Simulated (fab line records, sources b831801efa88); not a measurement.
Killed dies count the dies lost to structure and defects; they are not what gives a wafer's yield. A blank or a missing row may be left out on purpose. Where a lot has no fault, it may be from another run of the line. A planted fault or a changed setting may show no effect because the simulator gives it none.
The tool behind it: which one? | flow sky130 | 13 lots, 39 wafers sampled, at 2 steps of a route of 708

## WHAT THE GAUGES SHOWED, per wafer
SKY_SONOS_ONO_THK_MEAS_05. Usual: SONOS_ONO_CVD_04_THK gives 5.73 nm (standard deviation 0.12).
lot  | measured     | on            | SONOS_ONO_CVD_04_THK (nm) | flag
L983 | day 11 23:32 | film_metro-02 | 5.77 5.74 5.73            |
L984 | day 12 20:38 | film_metro-04 | 5.68 5.68 5.79            |
L985 | day 12 23:26 | film_metro-03 | 5.70 5.68 5.77            |
L987 | day 13 14:29 | film_metro-02 | 5.58 5.68 5.59            |
L988 | day 14 04:55 | film_metro-02 | 5.82 5.81 5.73            |
L996 | day 16 08:43 | film_metro-03 | 5.75 5.70 5.65            |
L997 | day 16 15:46 | film_metro-02 | 5.86 5.80 5.79            |
L999 | day 17 05:14 | film_metro-04 | 5.84 5.91 5.78            |
L100 | day 17 10:13 | film_metro-02 | 5.93 5.90 5.75            |
L101 | day 17 17:44 | film_metro-03 | 6.04 5.82 5.80            |
L102 | day 18 08:23 | film_metro-03 | 5.69 5.60 5.49            |
L103 | day 18 14:19 | film_metro-04 | 5.54 5.69 5.64            |
L104 | day 18 23:28 | film_metro-04 | 5.75 5.75 5.74            |

SKY_GATE_OXIDE_TW_MEAS_14. Usual: GATE_OXIDE_TW gives 226.3 (standard deviation 2.4).
lot  | measured     | on            | GATE_OXIDE_TW     | flag
L983 | day 14 05:46 | film_metro-04 | 224.9 224.2 224.2 |
L984 | day 15 03:26 | film_metro-01 | 229.3 227.9 228.3 |
L985 | day 15 05:25 | film_metro-04 | 223.0 222.4 223.9 |
L987 | day 16 01:21 | film_metro-04 | 222.0 222.6 222.7 |
L988 | day 16 15:27 | film_metro-02 | 225.8 225.7 223.9 |
L996 | day 18 22:08 | film_metro-01 | 229.5 229.7 228.0 |
L997 | day 19 04:23 | film_metro-01 | 228.7 229.6 230.3 |
L999 | day 19 19:07 | film_metro-04 | 224.6 223.9 223.3 |
L100 | day 19 23:07 | film_metro-01 | 228.7 229.1 230.0 |
L101 | day 20 12:25 | film_metro-02 | 226.2 225.6 227.0 |
L102 | day 21 00:27 | film_metro-04 | 224.1 221.2 223.6 |
L103 | day 21 05:16 | film_metro-02 | 226.7 225.7 227.8 |
L104 | day 21 12:55 | film_metro-01 | 229.8 230.7 229.7 |

## EACH LOT AND THE TOOL THAT RAN IT (in order: tool; ch and the chambers of the sampled wafers; start)
Before these readings, the record contains no process step.

## AS READ BY THE TOOLS THEMSELVES (means over the sampled wafers that have a number; for cases with no such wafer, the mark the record gives instead)
The record holds no such reading with a usual standard deviation.

## THE ANSWER, worked out from the rows above alone
Rule: take the mean of a lot's wafers that have a number; if it is more than 3 standard deviations from the usual mean, the lot is off. A lot without any number at a reading at which 4 lots or more have one is off too. All remaining lots with rows at the step are treated as sound. The gauges are gone through in route order, then the tools' own readings, and for those a lot's mean is taken as printed above. At the first step where some lot is off, the reading lying furthest off is the one used; lots without a number count as furthest.
Nothing can be told from this: no lot is off at any reading shown.

## WHAT THE SIMULATOR HAD PUT IN
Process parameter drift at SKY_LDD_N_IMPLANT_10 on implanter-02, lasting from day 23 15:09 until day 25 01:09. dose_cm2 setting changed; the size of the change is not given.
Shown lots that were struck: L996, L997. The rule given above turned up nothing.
